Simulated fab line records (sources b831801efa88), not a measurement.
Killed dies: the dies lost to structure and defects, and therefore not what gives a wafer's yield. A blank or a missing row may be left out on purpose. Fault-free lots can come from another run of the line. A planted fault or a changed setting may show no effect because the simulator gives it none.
Which tool is to blame? || flow gf180mcu || Sampling: 14 lots, 39 wafers, 5 of 602 route steps

## WHAT THE GAUGES READ, wafer by wafer
GF_M2_CD_MEAS_14: target cd 280 nm. Usual: cd-nm 280.2 nm, standard deviation 1.1.
{"lot": "L455", "measured": "day 19 00:45", "on": "cd-sem-02", "cd-nm (nm)": "279.3 280.1 280.1", "flag": ""}
{"lot": "L456", "measured": "day 19 13:31", "on": "cd-sem-01", "cd-nm (nm)": "281.1 281.1 280.8", "flag": ""}
{"lot": "L457", "measured": "day 19 21:25", "on": "cd-sem-02", "cd-nm (nm)": "280.2 279.4 280.4", "flag": ""}
{"lot": "L458", "measured": "day 20 08:27", "on": "cd-sem-01", "cd-nm (nm)": "281.5 281.5 280.3", "flag": ""}
{"lot": "L459", "measured": "day 20 13:21", "on": "cd-sem-01", "cd-nm (nm)": "281.7 281.6 280.2", "flag": ""}
{"lot": "L462", "measured": "day 21 15:53", "on": "cd-sem-01", "cd-nm (nm)": "253.1 251.8", "flag": "OFF"}
{"lot": "L464", "measured": "day 22 11:11", "on": "cd-sem-02", "cd-nm (nm)": "251.3 279.4", "flag": "OFF"}
{"lot": "L465", "measured": "day 22 19:17", "on": "cd-sem-02", "cd-nm (nm)": "251.2 281.0", "flag": "OFF"}
{"lot": "L473", "measured": "day 25 11:11", "on": "cd-sem-02", "cd-nm (nm)": "279.0 277.9 278.9", "flag": ""}
{"lot": "L472", "measured": "day 25 11:46", "on": "cd-sem-01", "cd-nm (nm)": "279.6 280.6 280.0", "flag": ""}
{"lot": "L474", "measured": "day 25 17:13", "on": "cd-sem-01", "cd-nm (nm)": "280.4 280.4 280.7", "flag": ""}
{"lot": "L476", "measured": "day 26 15:52", "on": "cd-sem-02", "cd-nm (nm)": "279.0 278.0 278.0", "flag": ""}
{"lot": "L478", "measured": "day 27 01:49", "on": "cd-sem-01", "cd-nm (nm)": "282.6 282.8 282.7", "flag": ""}
{"lot": "L477", "measured": "day 27 03:53", "on": "cd-sem-02", "cd-nm (nm)": "279.3 279.4 279.5", "flag": ""}

GF_M3_OVL_MEAS_15. Usual: M3_OVL gives -1 nm (standard deviation 5.2).
{"lot": "L455", "measured": "day 21 04:00", "on": "overlay-02", "M3_OVL (nm)": "5 -7 0", "flag": ""}
{"lot": "L456", "measured": "day 21 17:01", "on": "overlay-02", "M3_OVL (nm)": "2 0 -2", "flag": ""}
{"lot": "L457", "measured": "day 21 23:53", "on": "overlay-01", "M3_OVL (nm)": "-8 4 3", "flag": ""}
{"lot": "L458", "measured": "day 22 11:01", "on": "overlay-01", "M3_OVL (nm)": "6 4 7", "flag": ""}
{"lot": "L459", "measured": "day 22 14:26", "on": "overlay-02", "M3_OVL (nm)": "-1 -7 -3", "flag": ""}
{"lot": "L462", "measured": "day 23 16:46", "on": "overlay-02", "M3_OVL (nm)": "-1 10", "flag": ""}
{"lot": "L464", "measured": "day 24 10:50", "on": "overlay-01", "M3_OVL (nm)": "-5 5", "flag": ""}
{"lot": "L465", "measured": "day 24 19:19", "on": "overlay-01", "M3_OVL (nm)": "-11 -4", "flag": ""}
{"lot": "L473", "measured": "day 27 08:16", "on": "overlay-02", "M3_OVL (nm)": "2 -3 4", "flag": ""}
{"lot": "L472", "measured": "day 27 08:42", "on": "overlay-02", "M3_OVL (nm)": "6 1 0", "flag": ""}
{"lot": "L474", "measured": "day 27 13:43", "on": "overlay-02", "M3_OVL (nm)": "6 -6 -7", "flag": ""}
{"lot": "L476", "measured": "day 28 11:01", "on": "overlay-02", "M3_OVL (nm)": "10 2 3", "flag": ""}
{"lot": "L478", "measured": "day 28 21:55", "on": "overlay-02", "M3_OVL (nm)": "-12 -2 -7", "flag": ""}
{"lot": "L477", "measured": "day 29 00:30", "on": "overlay-01", "M3_OVL (nm)": "-2 -5 -1", "flag": ""}

GF_M5_OVL_MEAS_08. Usual: M5_OVL gives -1 nm (standard deviation 5.1).
{"lot": "L455", "measured": "day 26 01:23", "on": "overlay-01", "M5_OVL (nm)": "-2 2 -2", "flag": ""}
{"lot": "L456", "measured": "day 26 13:45", "on": "overlay-01", "M5_OVL (nm)": "-9 -1 -3", "flag": ""}
{"lot": "L457", "measured": "day 26 21:20", "on": "overlay-02", "M5_OVL (nm)": "6 -3 6", "flag": ""}
{"lot": "L458", "measured": "day 27 04:33", "on": "overlay-01", "M5_OVL (nm)": "-2 -6 -4", "flag": ""}
{"lot": "L459", "measured": "day 27 08:14", "on": "overlay-01", "M5_OVL (nm)": "6 -2 4", "flag": ""}
{"lot": "L462", "measured": "day 28 09:33", "on": "overlay-01", "M5_OVL (nm)": "4 1", "flag": ""}
{"lot": "L464", "measured": "day 29 00:45", "on": "overlay-02", "M5_OVL (nm)": "-12 -9", "flag": ""}
{"lot": "L465", "measured": "day 29 09:31", "on": "overlay-01", "M5_OVL (nm)": "0 3", "flag": ""}
{"lot": "L473", "measured": "day 31 14:19", "on": "overlay-01", "M5_OVL (nm)": "-8 -3 -6", "flag": ""}
{"lot": "L472", "measured": "day 31 13:58", "on": "overlay-02", "M5_OVL (nm)": "-5 -7 -6", "flag": ""}
{"lot": "L474", "measured": "day 31 18:34", "on": "overlay-02", "M5_OVL (nm)": "1 0 1", "flag": ""}
{"lot": "L476", "measured": "day 32 11:14", "on": "overlay-02", "M5_OVL (nm)": "-6 5 -8", "flag": ""}
{"lot": "L478", "measured": "day 32 21:11", "on": "overlay-02", "M5_OVL (nm)": "-3 -7 -7", "flag": ""}
{"lot": "L477", "measured": "day 33 00:12", "on": "overlay-02", "M5_OVL (nm)": "12 1 2", "flag": ""}

## WHAT TOOL EACH LOT RAN ON (gives the tool, then ch and the chambers of the sampled wafers, and finally the start)
{"lot": "L455", "GF_M2_EXPOSE_11": "krf-scanner-01 ch 0, day 18 12:52", "GF_V2_SPUTTER_21": "pvd-sputter-01, day 20 03:35"}
{"lot": "L456", "GF_M2_EXPOSE_11": "krf-scanner-01 ch 0, day 19 01:48", "GF_V2_SPUTTER_21": "pvd-sputter-02, day 20 15:48"}
{"lot": "L457", "GF_M2_EXPOSE_11": "krf-scanner-02 ch 0, day 19 09:29", "GF_V2_SPUTTER_21": "pvd-sputter-01, day 20 23:49"}
{"lot": "L458", "GF_M2_EXPOSE_11": "krf-scanner-02 ch 0, day 19 20:15", "GF_V2_SPUTTER_21": "pvd-sputter-01, day 21 10:52"}
{"lot": "L459", "GF_M2_EXPOSE_11": "krf-scanner-02 ch 0, day 20 01:06", "GF_V2_SPUTTER_21": "pvd-sputter-04, day 21 14:32"}
{"lot": "L462", "GF_M2_EXPOSE_11": "krf-scanner-01 ch 0, day 21 04:35", "GF_V2_SPUTTER_21": "pvd-sputter-04, day 22 17:11"}
{"lot": "L464", "GF_M2_EXPOSE_11": "krf-scanner-01 ch 0, day 21 23:35", "GF_V2_SPUTTER_21": "pvd-sputter-04, day 23 12:11"}
{"lot": "L465", "GF_M2_EXPOSE_11": "krf-scanner-01 ch 0, day 22 08:11", "GF_V2_SPUTTER_21": "pvd-sputter-02, day 23 20:38"}
{"lot": "L473", "GF_M2_EXPOSE_11": "krf-scanner-02 ch 0, day 25 00:45", "GF_V2_SPUTTER_21": "pvd-sputter-04, day 26 10:27"}
{"lot": "L472", "GF_M2_EXPOSE_11": "krf-scanner-02 ch 0, day 25 01:36", "GF_V2_SPUTTER_21": "pvd-sputter-02, day 26 10:48"}
{"lot": "L474", "GF_M2_EXPOSE_11": "krf-scanner-01 ch 0, day 25 06:53", "GF_V2_SPUTTER_21": "pvd-sputter-02, day 26 15:54"}
{"lot": "L476", "GF_M2_EXPOSE_11": "krf-scanner-01 ch 0, day 26 06:08", "GF_V2_SPUTTER_21": "pvd-sputter-04, day 27 14:05"}
{"lot": "L478", "GF_M2_EXPOSE_11": "krf-scanner-01 ch 0, day 26 15:36", "GF_V2_SPUTTER_21": "pvd-sputter-02, day 28 01:19"}
{"lot": "L477", "GF_M2_EXPOSE_11": "krf-scanner-01 ch 0, day 26 17:26", "GF_V2_SPUTTER_21": "pvd-sputter-02, day 28 03:39"}
- GF_M2_EXPOSE_11: exposes mask Metal2, target cd 280 nm.
- GF_V2_SPUTTER_21: material Ti, target thk 15 nm, time 80.02 s.

## WHAT THE TOOLS THEMSELVES READ (means of the sampled wafers that have a number; where no wafer has one, the mark that the record gives instead)
GF_V2_SPUTTER_21. Usual: throttle-valve-pct 30.0 %, standard deviation 0.84.
{"lot": "L455", "tool": "pvd-sputter-01", "throttle-valve-pct (%)": 30.1, "flag": ""}
{"lot": "L456", "tool": "pvd-sputter-02", "throttle-valve-pct (%)": 30.2, "flag": ""}
{"lot": "L457", "tool": "pvd-sputter-01", "throttle-valve-pct (%)": 29.8, "flag": ""}
{"lot": "L458", "tool": "pvd-sputter-01", "throttle-valve-pct (%)": 29.2, "flag": ""}
{"lot": "L459", "tool": "pvd-sputter-04", "throttle-valve-pct (%)": 29.3, "flag": ""}
{"lot": "L462", "tool": "pvd-sputter-04", "throttle-valve-pct (%)": 29.9, "flag": ""}
{"lot": "L464", "tool": "pvd-sputter-04", "throttle-valve-pct (%)": 30.4, "flag": ""}
{"lot": "L465", "tool": "pvd-sputter-02", "throttle-valve-pct (%)": 30.1, "flag": ""}
{"lot": "L473", "tool": "pvd-sputter-04", "throttle-valve-pct (%)": 29.5, "flag": ""}
{"lot": "L472", "tool": "pvd-sputter-02", "throttle-valve-pct (%)": 30.3, "flag": ""}
{"lot": "L474", "tool": "pvd-sputter-02", "throttle-valve-pct (%)": 30.8, "flag": ""}
{"lot": "L476", "tool": "pvd-sputter-04", "throttle-valve-pct (%)": 29.4, "flag": ""}
{"lot": "L478", "tool": "pvd-sputter-02", "throttle-valve-pct (%)": 30.1, "flag": ""}
{"lot": "L477", "tool": "pvd-sputter-02", "throttle-valve-pct (%)": 30.6, "flag": ""}

## THE ANSWER, worked out from the rows above alone
Rule: take the mean of a lot's wafers that have a number; if it is more than 3 standard deviations from the usual mean, the lot is off. Also off: a lot with no number at a reading for which 4 or more lots have one. The other lots that the step has rows for count as sound. First the gauges in route order, then the tools' own readings, where a lot's mean is used as printed above. The first step at which some lot is off is used, and at that step the reading that is off furthest; a lot without a number counts as furthest.
Off: L462, L464, L465 (GF_M2_CD_MEAS_14, cd-nm).
If a tool, at a process step before that reading, ran all the lots that are off and no sound lot after the first of them, it fits. Those tools and the gauges at GF_M2_CD_MEAS_14 are tried in the same way. No candidate that was tried fits.

## WHAT HAD BEEN PUT IN BY THE SIMULATOR
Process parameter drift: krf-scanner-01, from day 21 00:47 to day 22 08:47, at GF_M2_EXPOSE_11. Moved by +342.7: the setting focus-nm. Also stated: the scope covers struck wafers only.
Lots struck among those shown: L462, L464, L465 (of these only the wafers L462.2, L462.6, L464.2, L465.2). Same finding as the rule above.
